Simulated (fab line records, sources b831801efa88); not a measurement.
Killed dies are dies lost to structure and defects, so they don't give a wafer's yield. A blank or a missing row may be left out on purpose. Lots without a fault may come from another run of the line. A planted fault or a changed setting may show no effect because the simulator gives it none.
One fault seen from 2 desks | flow sky130 | each desk has only its own numbers; what lay behind them comes last

THE METROLOGY DESK
What the gauges read, lot by lot, whatever tool the lot ran on: means of the sampled wafers that have a number. A lot is out of limits, marked OUT, if its mean lies more than 4 standard deviations from the usual mean; the brackets give that distance.
Columns: A = CAPM_CVD_00_THK at SKY_CAPM_THK_MEAS_01, usual 15.47 nm; B = CAPM_TIN_RS at SKY_CAPM_RS_MEAS_03, usual 6.57 ohm/sq; C = CAPM_TIN_THK at SKY_CAPM_THK_MEAS_04, usual 213.9 nm; D = CAPM_OVL at SKY_CAPM_OVL_MEAS_12, usual 1.0 nm
lot  | first seen here | A     | B    | C     | D
L661 | day 37 03:43    | 15.13 | 6.63 | 213.4 | 4.0
L672 | day 40 01:05    | 15.57 | 6.57 | 214.7 | 0.0
L673 | day 40 13:06    | 15.69 | 6.70 | 213.0 | -0.2
L677 | day 41 12:41    | 15.63 | 6.57 | 214.5 | 1.7
L681 | day 42 18:03    | 15.33 | 6.58 | 212.5 | 0.8
L680 | day 42 22:00    | 15.42 | 6.53 | 213.3 | -1.7
This desk's finding: nothing out of limits on any of the 6 lots.

THE TOOL OWNER'S DESK: litho_track-03
The tool's own readings at SKY_CAPM_SOFTBAKE_08 (time 60 s): means of the sampled wafers that have a number, for each lot that ran on this tool. A lot is out of limits, marked OUT, if its mean lies more than 4 standard deviations from the usual mean; the brackets give that distance.
Columns: A = exhaust_pa at SKY_CAPM_SOFTBAKE_08, usual 45.1 Pa; B = heater_power_total_W at SKY_CAPM_SOFTBAKE_08, usual 56.60 W; C = plate_temp_C at SKY_CAPM_SOFTBAKE_08, usual 90.02 C
lot  | first seen here | A    | B               | C
L661 | day 37 16:06    | 45.3 | 56.61           | 90.09
L672 | day 40 13:18    | 45.7 | 58.42 (+40) OUT | 91.85 (+14) OUT
L673 | day 41 01:10    | 45.2 | 58.48 (+41) OUT | 92.01 (+15) OUT
This desk's finding: out of limits on L672, L673; first on L672, day 40 13:18 (heater_power_total_W at SKY_CAPM_SOFTBAKE_08). In limits: L661.

PUT TOGETHER
The tool owner's desk could have raised an alarm at day 40 13:18, on L672, L673.
The metrology desk saw nothing out of limits.
The metrology desk has L672, L673 on record, within its limits.
Of the lots named, all ran SKY_CAPM_SOFTBAKE_08 on litho_track-03.

WHAT THE SIMULATOR HAD PUT IN
Process parameter drift: litho_track-03, from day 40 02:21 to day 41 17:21, at SKY_CAPM_SOFTBAKE_08. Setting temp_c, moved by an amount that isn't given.
Lots struck among those shown: L672, L673.
Hours from the fault's start to each desk's first reading out of limits: the tool owner's desk, 11.
